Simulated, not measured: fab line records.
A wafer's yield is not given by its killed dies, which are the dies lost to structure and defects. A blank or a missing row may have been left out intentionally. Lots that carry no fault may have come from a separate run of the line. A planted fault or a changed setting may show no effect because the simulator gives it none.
The tool behind it: which one? :: flow sky130 :: Sampling: 11 lots, 33 wafers, 5 of 708 route steps

WHAT EACH GAUGE READ, for each wafer
Not one reading of a measure or inspect step in the record can be checked against a usual standard deviation.

EACH LOT AND THE TOOL THAT RAN IT (in order: tool; ch and the chambers of the sampled wafers; start)
lot: L310
SKY_LDD_LDN_CLEAN_14: wet-bench-03 ch 3, day 23 12:02
SKY_METAL4_METAL_ETCH_18: rie-metal-01 ch 0,1, day 42 04:24
SKY_VIA4_STRIP_13: plasma-asher-03 ch 0,1, day 43 05:03
SKY_PASSIVATION_STRIP_12: plasma-asher-03 ch 0,1, day 45 03:55
SKY_PAD_OPEN_PROBE_99: prober-02, day 46 04:14

lot: L314
SKY_LDD_LDN_CLEAN_14: wet-bench-03 ch 2, day 25 06:20
SKY_METAL4_METAL_ETCH_18: rie-metal-04 ch 0,1, day 43 17:58
SKY_VIA4_STRIP_13: plasma-asher-03 ch 0,1, day 44 16:39
SKY_PASSIVATION_STRIP_12: plasma-asher-03 ch 0,1, day 46 13:46
SKY_PAD_OPEN_PROBE_99: prober-01, day 47 12:28

lot: L315
SKY_LDD_LDN_CLEAN_14: wet-bench-01 ch 0, day 25 13:47
SKY_METAL4_METAL_ETCH_18: rie-metal-04 ch 0,1, day 43 23:09
SKY_VIA4_STRIP_13: plasma-asher-04 ch 0,1, day 44 23:12
SKY_PASSIVATION_STRIP_12: plasma-asher-01 ch 0,1, day 46 19:57
SKY_PAD_OPEN_PROBE_99: prober-01, day 47 18:52

lot: L318
SKY_LDD_LDN_CLEAN_14: wet-bench-01 ch 0, day 26 09:51
SKY_METAL4_METAL_ETCH_18: rie-metal-03 ch 0,1, day 44 13:31
SKY_VIA4_STRIP_13: plasma-asher-03 ch 0,1, day 45 13:03
SKY_PASSIVATION_STRIP_12: plasma-asher-01 ch 0,1, day 47 08:42
SKY_PAD_OPEN_PROBE_99: prober-02, day 48 06:52

lot: L319
SKY_LDD_LDN_CLEAN_14: wet-bench-01 ch 1, day 26 20:50
SKY_METAL4_METAL_ETCH_18: rie-metal-03 ch 0,1, day 44 22:10
SKY_VIA4_STRIP_13: plasma-asher-02 ch 0,1, day 45 21:05
SKY_PASSIVATION_STRIP_12: plasma-asher-04 ch 0,1, day 47 16:14
SKY_PAD_OPEN_PROBE_99: prober-01, day 48 13:44

lot: L320
SKY_LDD_LDN_CLEAN_14: wet-bench-01 ch 2, day 27 02:02
SKY_METAL4_METAL_ETCH_18: rie-metal-01 ch 0,1, day 45 01:55
SKY_VIA4_STRIP_13: plasma-asher-03 ch 0,1, day 46 00:19
SKY_PASSIVATION_STRIP_12: plasma-asher-03 ch 0,1, day 47 20:25
SKY_PAD_OPEN_PROBE_99: prober-02, day 48 17:34

lot: L321
SKY_LDD_LDN_CLEAN_14: wet-bench-01 ch 3, day 27 14:06
SKY_METAL4_METAL_ETCH_18: rie-metal-01 ch 0,1, day 45 08:12
SKY_VIA4_STRIP_13: plasma-asher-04 ch 0,1, day 46 05:54
SKY_PASSIVATION_STRIP_12: plasma-asher-04 ch 0,1, day 48 00:29
SKY_PAD_OPEN_PROBE_99: prober-01, day 48 21:09

lot: L324
SKY_LDD_LDN_CLEAN_14: wet-bench-04 ch 3, day 28 04:48
SKY_METAL4_METAL_ETCH_18: rie-metal-01 ch 0,1, day 45 18:58
SKY_VIA4_STRIP_13: plasma-asher-04 ch 0,1, day 46 16:45
SKY_PASSIVATION_STRIP_12: plasma-asher-04 ch 0,1, day 48 11:01
SKY_PAD_OPEN_PROBE_99: prober-02, day 49 07:14

lot: L325
SKY_LDD_LDN_CLEAN_14: wet-bench-01 ch 0, day 28 18:49
SKY_METAL4_METAL_ETCH_18: rie-metal-04 ch 1, day 46 08:31
SKY_VIA4_STRIP_13: plasma-asher-02 ch 0,1, day 47 06:24
SKY_PASSIVATION_STRIP_12: plasma-asher-03 ch 0,1, day 48 23:54
SKY_PAD_OPEN_PROBE_99: prober-01, day 49 20:17

lot: L329
SKY_LDD_LDN_CLEAN_14: wet-bench-01 ch 3, day 30 07:45
SKY_METAL4_METAL_ETCH_18: rie-metal-03 ch 0,1, day 47 14:28
SKY_VIA4_STRIP_13: plasma-asher-03 ch 0,1, day 48 10:24
SKY_PASSIVATION_STRIP_12: plasma-asher-04 ch 0,1, day 50 00:49
SKY_PAD_OPEN_PROBE_99: prober-02, day 50 19:15

lot: L331
SKY_LDD_LDN_CLEAN_14: wet-bench-01 ch 2, day 30 17:38
SKY_METAL4_METAL_ETCH_18: rie-metal-03 ch 0,1, day 47 20:01
SKY_VIA4_STRIP_13: plasma-asher-02 ch 0,1, day 48 15:37
SKY_PASSIVATION_STRIP_12: plasma-asher-04 ch 0,1, day 50 05:10
SKY_PAD_OPEN_PROBE_99: prober-01, day 50 23:02
- SKY_LDD_LDN_CLEAN_14: cleans in SC1/SC2, time 150 s.
- SKY_METAL4_METAL_ETCH_18: etches the open film in Cl2/BCl3, stops on SiO2, target depth 845 nm, time 183.1 s.
- SKY_VIA4_STRIP_13: strips in O2/N2.
- SKY_PASSIVATION_STRIP_12: strips in O2/N2.
- SKY_PAD_OPEN_PROBE_99

AS READ BY THE TOOLS THEMSELVES (means over the sampled wafers that have a number; for cases with no such wafer, the mark the record gives instead)
SKY_LDD_LDN_CLEAN_14. Usual: bath-heat-duty-pct at 13.4 %, with a standard deviation of 1.3.
lot: L310
tool: wet-bench-03
bath-heat-duty-pct (%): 14.2
flag: 

lot: L314
tool: wet-bench-03
bath-heat-duty-pct (%): 12.0
flag: 

lot: L315
tool: wet-bench-01
bath-heat-duty-pct (%): 11.2
flag: 

lot: L318
tool: wet-bench-01
bath-heat-duty-pct (%): 11.2
flag: 

lot: L319
tool: wet-bench-01
bath-heat-duty-pct (%): 13.4
flag: 

lot: L320
tool: wet-bench-01
bath-heat-duty-pct (%): 13.6
flag: 

lot: L321
tool: wet-bench-01
bath-heat-duty-pct (%): 13.1
flag: 

lot: L324
tool: wet-bench-04
bath-heat-duty-pct (%): 15.2
flag: 

lot: L325
tool: wet-bench-01
bath-heat-duty-pct (%): 11.2
flag: 

lot: L329
tool: wet-bench-01
bath-heat-duty-pct (%): 13.2
flag: 

lot: L331
tool: wet-bench-01
bath-heat-duty-pct (%): 13.5
flag: 

SKY_METAL4_METAL_ETCH_18. Usual: drypump-motor-current-A 5.8 A, standard deviation 0.42; he-backside-leak-sccm 3.44 sccm, standard deviation 0.23; oes-product-au 0.865 a.u., standard deviation 0.0064; throttle-valve-pct 22.265 %, standard deviation 0.0093.
lot: L310
tool: rie-metal-01
drypump-motor-current-A (A): 6.2
he-backside-leak-sccm (sccm): 3.41
oes-product-au (a.u.): 0.865
throttle-valve-pct (%): 22.271
flag: 

lot: L314
tool: rie-metal-04
drypump-motor-current-A (A): 5.7
he-backside-leak-sccm (sccm): 3.62
oes-product-au (a.u.): 0.865
throttle-valve-pct (%): 22.259
flag: 

lot: L315
tool: rie-metal-04
drypump-motor-current-A (A): 5.8
he-backside-leak-sccm (sccm): 3.37
oes-product-au (a.u.): 0.866
throttle-valve-pct (%): 22.275
flag: 

lot: L318
tool: rie-metal-03
drypump-motor-current-A (A): 5.7
he-backside-leak-sccm (sccm): 3.49
oes-product-au (a.u.): 0.863
throttle-valve-pct (%): 22.268
flag: 

lot: L319
tool: rie-metal-03
drypump-motor-current-A (A): 6.0
he-backside-leak-sccm (sccm): 3.51
oes-product-au (a.u.): 0.868
throttle-valve-pct (%): 22.264
flag: 

lot: L320
tool: rie-metal-01
drypump-motor-current-A (A): 5.8
he-backside-leak-sccm (sccm): 3.20
oes-product-au (a.u.): 0.870
throttle-valve-pct (%): 22.260
flag: 

lot: L321
tool: rie-metal-01
drypump-motor-current-A (A): 5.8
he-backside-leak-sccm (sccm): 3.32
oes-product-au (a.u.): 0.859
throttle-valve-pct (%): 22.254
flag: 

lot: L324
tool: rie-metal-01
drypump-motor-current-A (A): 5.8
he-backside-leak-sccm (sccm): 3.11
oes-product-au (a.u.): 0.878
throttle-valve-pct (%): 22.253
flag: 

lot: L325
tool: rie-metal-04
drypump-motor-current-A (A): 5.5
he-backside-leak-sccm (sccm): 3.21
oes-product-au (a.u.): 0.862
throttle-valve-pct (%): 22.257
flag: 

lot: L329
tool: rie-metal-03
drypump-motor-current-A (A): 6.0
he-backside-leak-sccm (sccm): 3.52
oes-product-au (a.u.): 0.859
throttle-valve-pct (%): 22.268
flag: 

lot: L331
tool: rie-metal-03
drypump-motor-current-A (A): 6.0
he-backside-leak-sccm (sccm): 3.57
oes-product-au (a.u.): 0.860
throttle-valve-pct (%): 22.263
flag: 

SKY_VIA4_STRIP_13. Usual: drypump-motor-current-A 6.0 A, standard deviation 0.48; n2-flow-sccm 300.0 sccm, standard deviation 0.83; o2-flow-sccm 2998 sccm, standard deviation 9.2; oes-product-au 0.710 a.u., standard deviation 0.0043; strip-time-to-endpoint-s 12.82 s, standard deviation 0.037.
lot: L310
tool: plasma-asher-03
drypump-motor-current-A (A): 6.2
n2-flow-sccm (sccm): 299.7
o2-flow-sccm (sccm): 2990
oes-product-au (a.u.): 0.708
strip-time-to-endpoint-s (s): 12.82
flag: 

lot: L314
tool: plasma-asher-03
drypump-motor-current-A (A): 6.2
n2-flow-sccm (sccm): 299.9
o2-flow-sccm (sccm): 3005
oes-product-au (a.u.): 0.711
strip-time-to-endpoint-s (s): 12.83
flag: 

lot: L315
tool: plasma-asher-04
drypump-motor-current-A (A): 5.6
n2-flow-sccm (sccm): 299.8
o2-flow-sccm (sccm): 2997
oes-product-au (a.u.): 0.709
strip-time-to-endpoint-s (s): 12.80
flag: 

lot: L318
tool: plasma-asher-03
drypump-motor-current-A (A): 6.4
n2-flow-sccm (sccm): 300.2
o2-flow-sccm (sccm): 2990
oes-product-au (a.u.): 0.710
strip-time-to-endpoint-s (s): 12.79
flag: 

lot: L319
tool: plasma-asher-02
drypump-motor-current-A (A): 5.9
n2-flow-sccm (sccm): 299.6
o2-flow-sccm (sccm): 3003
oes-product-au (a.u.): 0.710
strip-time-to-endpoint-s (s): 12.83
flag: 

lot: L320
tool: plasma-asher-03
drypump-motor-current-A (A): 6.4
n2-flow-sccm (sccm): 300.3
o2-flow-sccm (sccm): 3006
oes-product-au (a.u.): 0.712
strip-time-to-endpoint-s (s): 12.79
flag: 

lot: L321
tool: plasma-asher-04
drypump-motor-current-A (A): 6.0
n2-flow-sccm (sccm): 299.8
o2-flow-sccm (sccm): 3010
oes-product-au (a.u.): 0.712
strip-time-to-endpoint-s (s): 12.85
flag: 

lot: L324
tool: plasma-asher-04
drypump-motor-current-A (A): 6.0
n2-flow-sccm (sccm): 299.1
o2-flow-sccm (sccm): 2990
oes-product-au (a.u.): 0.712
strip-time-to-endpoint-s (s): 12.80
flag: 

lot: L325
tool: plasma-asher-02
drypump-motor-current-A (A): 5.9
n2-flow-sccm (sccm): 299.7
o2-flow-sccm (sccm): 3000
oes-product-au (a.u.): 0.708
strip-time-to-endpoint-s (s): 12.81
flag: 

lot: L329
tool: plasma-asher-03
drypump-motor-current-A (A): 6.2
n2-flow-sccm (sccm): 300.0
o2-flow-sccm (sccm): 3000
oes-product-au (a.u.): 0.708
strip-time-to-endpoint-s (s): 12.80
flag: 

lot: L331
tool: plasma-asher-02
drypump-motor-current-A (A): 5.9
n2-flow-sccm (sccm): 301.0
o2-flow-sccm (sccm): 2993
oes-product-au (a.u.): 0.708
strip-time-to-endpoint-s (s): 12.83
flag: 

SKY_PASSIVATION_STRIP_12. Usual: drypump-motor-current-A 6.0 A, standard deviation 0.56; n2-flow-sccm 299.9 sccm, standard deviation 0.9; o2-flow-sccm 3000 sccm, standard deviation 8.6; oes-product-au 0.661 a.u., standard deviation 0.0046; strip-time-to-endpoint-s 31.41 s, standard deviation 0.12.
lot: L310
tool: plasma-asher-03
drypump-motor-current-A (A): 6.4
n2-flow-sccm (sccm): 300.3
o2-flow-sccm (sccm): 3007
oes-product-au (a.u.): 0.662
strip-time-to-endpoint-s (s): 31.42
flag: 

lot: L314
tool: plasma-asher-03
drypump-motor-current-A (A): 6.4
n2-flow-sccm (sccm): 300.9
o2-flow-sccm (sccm): 3004
oes-product-au (a.u.): 0.657
strip-time-to-endpoint-s (s): 31.33
flag: 

lot: L315
tool: plasma-asher-01
drypump-motor-current-A (A): 5.4
n2-flow-sccm (sccm): 299.1
o2-flow-sccm (sccm): 2996
oes-product-au (a.u.): 0.661
strip-time-to-endpoint-s (s): 31.35
flag: 

lot: L318
tool: plasma-asher-01
drypump-motor-current-A (A): 5.3
n2-flow-sccm (sccm): 300.5
o2-flow-sccm (sccm): 2997
oes-product-au (a.u.): 0.668
strip-time-to-endpoint-s (s): 31.36
flag: 

lot: L319
tool: plasma-asher-04
drypump-motor-current-A (A): 6.0
n2-flow-sccm (sccm): 299.7
o2-flow-sccm (sccm): 3003
oes-product-au (a.u.): 0.659
strip-time-to-endpoint-s (s): 31.36
flag: 

lot: L320
tool: plasma-asher-03
drypump-motor-current-A (A): 6.4
n2-flow-sccm (sccm): 299.6
o2-flow-sccm (sccm): 3005
oes-product-au (a.u.): 0.658
strip-time-to-endpoint-s (s): 31.39
flag: 

lot: L321
tool: plasma-asher-04
drypump-motor-current-A (A): 5.6
n2-flow-sccm (sccm): 299.8
o2-flow-sccm (sccm): 3007
oes-product-au (a.u.): 0.664
strip-time-to-endpoint-s (s): 31.42
flag: 

lot: L324
tool: plasma-asher-04
drypump-motor-current-A (A): 6.1
n2-flow-sccm (sccm): 298.6
o2-flow-sccm (sccm): 2992
oes-product-au (a.u.): 0.661
strip-time-to-endpoint-s (s): 31.48
flag: 

lot: L325
tool: plasma-asher-03
drypump-motor-current-A (A): 6.2
n2-flow-sccm (sccm): 300.4
o2-flow-sccm (sccm): 2997
oes-product-au (a.u.): 0.664
strip-time-to-endpoint-s (s): 31.34
flag: 

lot: L329
tool: plasma-asher-04
drypump-motor-current-A (A): 6.0
n2-flow-sccm (sccm): 300.3
o2-flow-sccm (sccm): 2990
oes-product-au (a.u.): 0.663
strip-time-to-endpoint-s (s): 31.45
flag: 

lot: L331
tool: plasma-asher-04
drypump-motor-current-A (A): 5.6
n2-flow-sccm (sccm): 300.2
o2-flow-sccm (sccm): 2997
oes-product-au (a.u.): 0.658
strip-time-to-endpoint-s (s): 31.29
flag: 

SKY_PAD_OPEN_PROBE_99. Usual: killed_at_M0_to_M3 43, standard deviation 6.8; killed_at_M4_up 3.1, standard deviation 1.6; killed-at-contacts 24, standard deviation 5.4; killed-at-front-end 16, standard deviation 4.4; killed-at-other 0.2, standard deviation 0.48; killed-dies 87, standard deviation 8.8; killed-open 48, standard deviation 6.4; killed-short 39, standard deviation 6.2.
lot: L310
tool: prober-02
killed_at_M0_to_M3: 42
killed_at_M4_up: 2.3
killed-at-contacts: 25
killed-at-front-end: 15
killed-at-other: 0.3
killed-dies: 85
killed-open: 50
killed-short: 35
flag: 

lot: L314
tool: prober-01
killed_at_M0_to_M3: 50
killed_at_M4_up: 1.7
killed-at-contacts: 23
killed-at-front-end: 19
killed-at-other: 0.3
killed-dies: 94
killed-open: 56
killed-short: 38
flag: 

lot: L315
tool: prober-01
killed_at_M0_to_M3: 46
killed_at_M4_up: 2.0
killed-at-contacts: 16
killed-at-front-end: 18
killed-at-other: 0.3
killed-dies: 82
killed-open: 44
killed-short: 38
flag: 

lot: L318
tool: prober-02
killed_at_M0_to_M3: 49
killed_at_M4_up: 4.3
killed-at-contacts: 23
killed-at-front-end: 14
killed-at-other: 0.0
killed-dies: 90
killed-open: 54
killed-short: 36
flag: 

lot: L319
tool: prober-01
killed_at_M0_to_M3: 51
killed_at_M4_up: 2.7
killed-at-contacts: 27
killed-at-front-end: 21
killed-at-other: 0.0
killed-dies: 102
killed-open: 57
killed-short: 45
flag: 

lot: L320
tool: prober-02
killed_at_M0_to_M3: 47
killed_at_M4_up: 3.3
killed-at-contacts: 27
killed-at-front-end: 16
killed-at-other: 0.3
killed-dies: 93
killed-open: 49
killed-short: 44
flag: 

lot: L321
tool: prober-01
killed_at_M0_to_M3: 40
killed_at_M4_up: 2.0
killed-at-contacts: 25
killed-at-front-end: 17
killed-at-other: 0.0
killed-dies: 84
killed-open: 49
killed-short: 35
flag: 

lot: L324
tool: prober-02
killed_at_M0_to_M3: 44
killed_at_M4_up: 4.3
killed-at-contacts: 23
killed-at-front-end: 18
killed-at-other: 0.0
killed-dies: 90
killed-open: 43
killed-short: 47
flag: 

lot: L325
tool: prober-01
killed_at_M0_to_M3: 47
killed_at_M4_up: 2.7
killed-at-contacts: 20
killed-at-front-end: 12
killed-at-other: 0.3
killed-dies: 81
killed-open: 49
killed-short: 33
flag: 

lot: L329
tool: prober-02
killed_at_M0_to_M3: 39
killed_at_M4_up: 2.7
killed-at-contacts: 21
killed-at-front-end: 43
killed-at-other: 0.0
killed-dies: 105
killed-open: 40
killed-short: 38
flag: OFF

lot: L331
tool: prober-01
killed_at_M0_to_M3: 36
killed_at_M4_up: 2.7
killed-at-contacts: 31
killed-at-front-end: 56
killed-at-other: 0.3
killed-dies: 126
killed-open: 44
killed-short: 39
flag: OFF

THE ANSWER, worked out from the rows above alone
Rule: a lot counts as off when the mean over its wafers that have a number is more than 3 standard deviations away from the usual mean. Also off: a lot with no number at a reading for which 4 or more lots have one. Any other lot the step has rows for is counted as sound. After the gauges, taken in route order, come the tools' own readings; for these a lot's mean is taken, as printed above. The first step at which some lot is off is used, and at that step the reading that is off furthest; a lot without a number counts as furthest.
Off: L329, L331, at SKY_PAD_OPEN_PROBE_99 (killed-at-front-end).
A tool fits if, at that step or a process step before it, it ran every lot that is off, and no sound lot after the first of them. Can't be told from this: 3 tools fit, wet-bench-01 at SKY_LDD_LDN_CLEAN_14, rie-metal-03 at SKY_METAL4_METAL_ETCH_18, plasma-asher-04 at SKY_PASSIVATION_STRIP_12.

WHAT THE SIMULATOR HAD PUT IN
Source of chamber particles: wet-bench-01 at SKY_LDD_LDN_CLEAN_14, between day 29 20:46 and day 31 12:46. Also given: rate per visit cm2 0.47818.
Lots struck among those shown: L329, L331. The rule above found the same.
